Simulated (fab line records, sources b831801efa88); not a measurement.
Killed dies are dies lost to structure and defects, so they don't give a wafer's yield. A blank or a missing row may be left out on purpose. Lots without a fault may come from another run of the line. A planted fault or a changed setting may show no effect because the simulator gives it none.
A struck lot beside a sound one | flow sky130 | 15 steps out of a route of 708
Sound: wafers L298.1, L298.4, L298.5. Struck: wafers L301.2, L301.3, L301.4. The cause comes at the end.
At each step with rows: each side's tool, then ch and its chambers, then its first start. Under that, the readings that differ: sound wafers | struck wafers | difference of the means | sigmas: that difference in standard deviations of wafers without a fault.
alike: readings whose means differ by less than 2 such deviations, and words and numbers that are the same on both sides. not compared: withheld readings, readings that some wafer has no value for, bounds like >300 that may hide the same value, and numbers for which the record gives no deviation and whose values overlap.
The two part at a step that has a row with sigmas, a row that says differs or no value, or rows on one side only. Numbers that don't overlap but have no deviation are shown without sigmas and don't part them. A reading that every wafer of one side lacks parts them only if that side has two wafers or more.

first, 7 steps without rows for these wafers: SKY_PAD_OPEN_DEHYDRATE_00 (time 60 s); SKY_PAD_OPEN_HMDS_01 (prime time 60 s); SKY_PAD_OPEN_COAT_02 (resist thk 3000 nm); SKY_PAD_OPEN_SOFTBAKE_03; SKY_PAD_OPEN_EXPOSE_04 (exposes mask PDM, target cd 60000 nm); SKY_PAD_OPEN_PEB_05; SKY_PAD_OPEN_DEVELOP_06 (develop time 60 s).
SKY_PAD_OPEN_ETCH_07: etches the open film in CF4/O2, stops on AlCu, target depth 725 nm, time 161.1 s.
  sound on rie_diel-01 ch 0,1,3, day 46 08:16; struck on rie_diel-02 ch 1,2,3, day 47 04:13
  alike: drypump_motor_current_A, oes_product_au, throttle_valve_pct
  not compared: rf_hours_counter_h
SKY_PAD_OPEN_STRIP_08: strips in O2/N2.
  sound on plasma_asher-03 ch 0,1, day 46 08:22; struck on plasma_asher-03 ch 0,1, day 47 04:20
  alike: drypump_motor_current_A, oes_product_au
  not compared: rf_hours_counter_h
then, 3 steps without rows for these wafers: SKY_PAD_OPEN_STRIP_09 (strips in post etch residue remover, time 1200 s); SKY_PAD_OPEN_CLEAN_10 (cleans in IPA, time 180 s); SKY_PAD_OPEN_CLEAN_11 (cleans in O3/DIW).
SKY_PAD_OPEN_ANNEAL_12:
  sound on furnace-02 ch 0, day 46 08:59; struck on furnace-01 ch 0, day 47 05:16
  reading                   | sound                | struck               | difference | sigmas
  spike_tc_bottom_C (C)     | 427.6 427.1 429.5    | 412.9 411.3 410.9    | -16.4      | -6
  spike_tc_centre_C (C)     | 400.2 399.9 400.9    | 387.6 389.1 389.6    | -11.6      | -12
  spike_tc_lower_C (C)      | 401.4 400.5 399.8    | 385.9 387.0 386.5    | -14.1      | -11
  spike_tc_top_C (C)        | 429.2 426.6 428.6    | 419.8 420.4 420.5    | -7.9       | -3
  spike_tc_upper_C (C)      | 399.5 398.8 401.4    | 388.1 387.5 388.4    | -11.9      | -13
  tube_center_temp_C (C)    | 400 399.96 400       | 388.64 388.62 388.64 | -11.35     | -99 or more
  tube_center_temp_C_max    | 401.55 400.96 400.89 | 389.74 389.72 389.34 | -11.53     | -68
  zone_power_bottom_pct (%) | 5.27 5.31 5.38       | 5.15 5.16 5.06       | -0.20      | -3
  zone_power_centre_pct (%) | 4.06 4.08 4.04       | 3.82 3.81 3.85       | -0.23      | -5
  zone_power_top_pct (%)    | 10.58 10.65 10.57    | 10.32 10.27 10.47    | -0.25      | -2
SKY_PAD_OPEN_BOW_MEAS_13:
  sound on film_metro-01, day 46 10:29; struck on film_metro-01, day 47 06:47
  reading           | sound    | struck   | difference | sigmas
  PAD_OPEN_BOW (um) | 29 38 48 | 53 60 58 | +19        | +2
SKY_PAD_OPEN_PROBE_99:
  sound on prober-02, day 46 10:37; struck on prober-01, day 47 06:56
  alike: defect_limited_yield, killed_at_M0_to_M3, killed_at_M4_up, killed_at_contacts, killed_at_front_end, killed_at_other, killed_dies, killed_open, killed_short, sort_bin_3_pad_short, sort_bin_5_function, sort_bin_6_memory, sort_n_pass, sort_yield_pct

WHERE THEY PART
First at SKY_PAD_OPEN_ANNEAL_12; last, within this record, at SKY_PAD_OPEN_BOW_MEAS_13. Later steps at which nothing parts them and some readings are alike: SKY_PAD_OPEN_PROBE_99.

WHY: what the simulator had put in
Process parameter drift: furnace-01, from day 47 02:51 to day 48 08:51, at SKY_PAD_OPEN_ANNEAL_12. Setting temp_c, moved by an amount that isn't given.
